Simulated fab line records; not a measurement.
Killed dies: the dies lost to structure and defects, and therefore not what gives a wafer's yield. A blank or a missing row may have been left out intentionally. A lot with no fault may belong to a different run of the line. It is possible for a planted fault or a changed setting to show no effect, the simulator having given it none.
Which tool did it? -- flow gf180mcu -- at 1 step of a route of 602, 13 lots with 39 wafers sampled

== WHAT EACH GAUGE READ, for each wafer ==
The record holds no reading of a measuring or inspecting step that can be judged against a usual standard deviation.

== TOOL THAT RAN EACH LOT (tool first, then ch and the chambers of the sampled wafers, then the start) ==
lot,GF_VT_IMPLANT_EXPOSE_37
L770,"iline-stepper-01 ch 0, day 7 04:13"
L771,"iline-stepper-01 ch 0, day 7 11:49"
L772,"iline-stepper-02 ch 0, day 7 14:59"
L773,"iline-stepper-01 ch 0, day 8 01:01"
L774,"iline-stepper-02 ch 0, day 8 04:29"
L776,"iline-stepper-01 ch 0, day 8 19:14"
L778,"iline-stepper-01 ch 0, day 9 12:53"
L779,"iline-stepper-01 ch 0, day 9 16:23"
L780,"iline-stepper-02 ch 0, day 9 23:15"
L782,"iline-stepper-01 ch 0, day 10 12:16"
L785,"iline-stepper-02 ch 0, day 11 11:05"
L788,"iline-stepper-02 ch 0, day 12 03:13"
L793,"iline-stepper-02 ch 0, day 13 19:20"
- GF_VT_IMPLANT_EXPOSE_37: exposes mask Nwell HV AREA, target cd 860 nm.

== AS READ BY THE TOOLS THEMSELVES (means over the sampled wafers that have a number; for cases with no such wafer, the mark the record gives instead) ==
GF_VT_IMPLANT_EXPOSE_37. Usual: exposure-dose-mJ-cm2 139.99, standard deviation 0.15.
lot,tool,exposure-dose-mJ-cm2,flag
L770,iline-stepper-01,139.84,
L771,iline-stepper-01,139.98,
L772,iline-stepper-02,140.08,
L773,iline-stepper-01,139.89,
L774,iline-stepper-02,140.33,
L776,iline-stepper-01,139.92,
L778,iline-stepper-01,139.93,
L779,iline-stepper-01,139.76,
L780,iline-stepper-02,139.86,
L782,iline-stepper-01,140.15,
L785,iline-stepper-02,140.03,
L788,iline-stepper-02,140.00,
L793,iline-stepper-02,139.80,

== THE ANSWER, worked out from the rows above alone ==
Rule: a lot is off if the mean of its wafers that have a number lies more than 3 standard deviations from the usual mean. A lot without any number at a reading at which 4 lots or more have one is off too. Any other lot the step has rows for is counted as sound. First the gauges in route order, then the tools' own readings, where a lot's mean is used as printed above. At the first step where some lot is off, the reading lying furthest off is the one used; lots without a number count as furthest.
Nothing can be told from this: no lot is off at any reading shown.

== WHAT THE SIMULATOR HAD PUT IN ==
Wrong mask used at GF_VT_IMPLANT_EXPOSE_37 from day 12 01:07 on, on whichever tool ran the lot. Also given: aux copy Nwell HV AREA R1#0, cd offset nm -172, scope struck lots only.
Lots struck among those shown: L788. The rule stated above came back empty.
